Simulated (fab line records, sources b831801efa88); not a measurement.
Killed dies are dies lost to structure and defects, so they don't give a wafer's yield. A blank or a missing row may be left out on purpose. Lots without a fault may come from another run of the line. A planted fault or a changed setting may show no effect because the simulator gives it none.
Which tool did it? | flow gf180mcu | 6 lots, 18 wafers sampled, at 1 step of a route of 602

WHAT THE GAUGES READ, wafer by wafer
GF_DNWELL_TW_MEAS_09.
lot  | measured    | on            | DNWELL_TW
L615 | day 3 00:05 | film_metro-03 | 1343 1348 1357
L618 | day 3 16:31 | film_metro-03 | 1370 1359 1366
L620 | day 4 02:01 | film_metro-02 | 1351 1353 1353
L625 | day 5 04:42 | film_metro-01 | 1348 1360 1362
L633 | day 7 00:48 | film_metro-01 | 1355 1351 1347
L636 | day 7 17:38 | film_metro-03 | 1354 1353 1365

WHICH TOOL RAN EACH LOT (tool, then ch and the chambers of the sampled wafers, then the start)
The record holds no process step before these readings.

THE ANSWER, worked out from the rows above alone
Rule: what is usual is taken from the lots themselves. Put in order of their means at a reading, lots are off if they are a third of the lots or fewer, leave a main group of 4 or more, and stand apart from it by a gap of 3 or more times the standard deviation of the main group's means; of several such gaps the widest counts. A main group whose means are all the same, to the digits that the tables above print for the reading, isn't used. A lot without any number at a reading at which 4 lots or more have one is off too. The other lots that the step has rows for count as sound.
No lot is off at any reading shown: from this, nothing can be told.

WHAT THE SIMULATOR HAD PUT IN
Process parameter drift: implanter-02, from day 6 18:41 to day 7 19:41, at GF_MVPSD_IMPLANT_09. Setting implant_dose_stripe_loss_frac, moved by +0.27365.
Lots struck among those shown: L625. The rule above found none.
